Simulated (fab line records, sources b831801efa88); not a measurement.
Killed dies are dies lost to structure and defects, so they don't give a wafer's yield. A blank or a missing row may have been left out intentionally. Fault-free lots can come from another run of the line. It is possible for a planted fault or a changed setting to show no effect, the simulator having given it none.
What tool caused it?    flow gf180mcu    11 lots with 33 wafers sampled at 3 steps, on a route of 602 steps

WHAT THE GAUGES READ, wafer by wafer
GF_PSD_RS_MEAS_14: a four-point-probe measurement.
lot   measured      on            NSD_RS (ohm/sq)
L380  day 14 03:31  filmMetro-02  46.16 46.21 46.21
L383  day 15 06:02  filmMetro-04  46.13 46.05 46.12
L384  day 15 10:32  filmMetro-01  46.03 46.01 46.00
L385  day 16 00:24  filmMetro-04  46.09 46.17 46.14
L389  day 17 14:54  filmMetro-01  46.04 46.14 46.13
L390  day 17 23:22  filmMetro-04  46.14 46.20 46.15
L394  day 18 23:16  filmMetro-02  46.25 46.27 46.13
L400  day 21 11:06  filmMetro-04  44.35 44.15 44.26 44.17 44.12 44.30
L401  day 21 18:31  filmMetro-04  44.39 44.50 44.30 44.23 44.50 44.31
L402  day 22 00:35  filmMetro-02  46.19 46.12 46.19
L403  day 22 05:16  filmMetro-01  46.03 46.05 46.10

EACH LOT AND THE TOOL THAT RAN IT (in order: tool; ch and the chambers of the sampled wafers; start)
lot   GF_NSD_IMPLANT_09                GF_NSD_STRIP_11
L380  implanter-03 ch 0, day 13 07:24  plasmaAsher-03 ch 0,1, day 13 07:41
L383  implanter-03 ch 0, day 14 09:01  plasmaAsher-03 ch 0,1, day 14 09:17
L384  implanter-03 ch 0, day 14 12:53  plasmaAsher-04 ch 0, day 14 13:10
L385  implanter-03 ch 0, day 15 02:11  plasmaAsher-04 ch 0,1, day 15 02:28
L389  implanter-03 ch 0, day 16 14:59  plasmaAsher-03 ch 0,1, day 16 15:16
L390  implanter-03 ch 0, day 16 23:07  plasmaAsher-04 ch 0,1, day 16 23:25
L394  implanter-03 ch 0, day 17 22:49  plasmaAsher-02 ch 0,1, day 17 23:07
L400  implanter-03 ch 0, day 20 10:52  plasmaAsher-02 ch 0,1, day 20 11:10
L401  implanter-03 ch 0, day 20 17:34  plasmaAsher-03 ch 0,1, day 20 17:52
L402  implanter-02 ch 0, day 21 00:35  plasmaAsher-04 ch 0,1, day 21 00:52
L403  implanter-04 ch 0, day 21 04:56  plasmaAsher-03 ch 0,1, day 21 05:11
- GF_NSD_IMPLANT_09
- GF_NSD_STRIP_11: strips in O2/N2.

THE ANSWER, worked out from the rows above alone
Rule: the lots themselves supply what counts as usual. Put in order of their means at a reading, lots are off if they are a third of the lots or fewer, leave a main group of 4 or more, and stand apart from it by a gap of 3 or more times the standard deviation of the main group's means; of several such gaps the widest counts. A main group whose means are all the same, to the digits that the tables above print for the reading, isn't used. Also off: a lot with no number at a reading for which 4 or more lots have one. The other lots that the step has rows for count as sound.
Off: L400, L401, seen at GF_PSD_RS_MEAS_14 (NSD_RS). Main group: mean 46.13 ohm/sq, sd 0.062.
If a tool, at a process step before that reading, ran all the lots that are off and no sound lot after the first of them, it fits. The gauges at GF_PSD_RS_MEAS_14 are tried like those tools. Can't be told from this: 2 tools fit, implanter-03 at GF_NSD_IMPLANT_09, filmMetro-04 at GF_PSD_RS_MEAS_14.

WHAT HAD BEEN PUT IN BY THE SIMULATOR
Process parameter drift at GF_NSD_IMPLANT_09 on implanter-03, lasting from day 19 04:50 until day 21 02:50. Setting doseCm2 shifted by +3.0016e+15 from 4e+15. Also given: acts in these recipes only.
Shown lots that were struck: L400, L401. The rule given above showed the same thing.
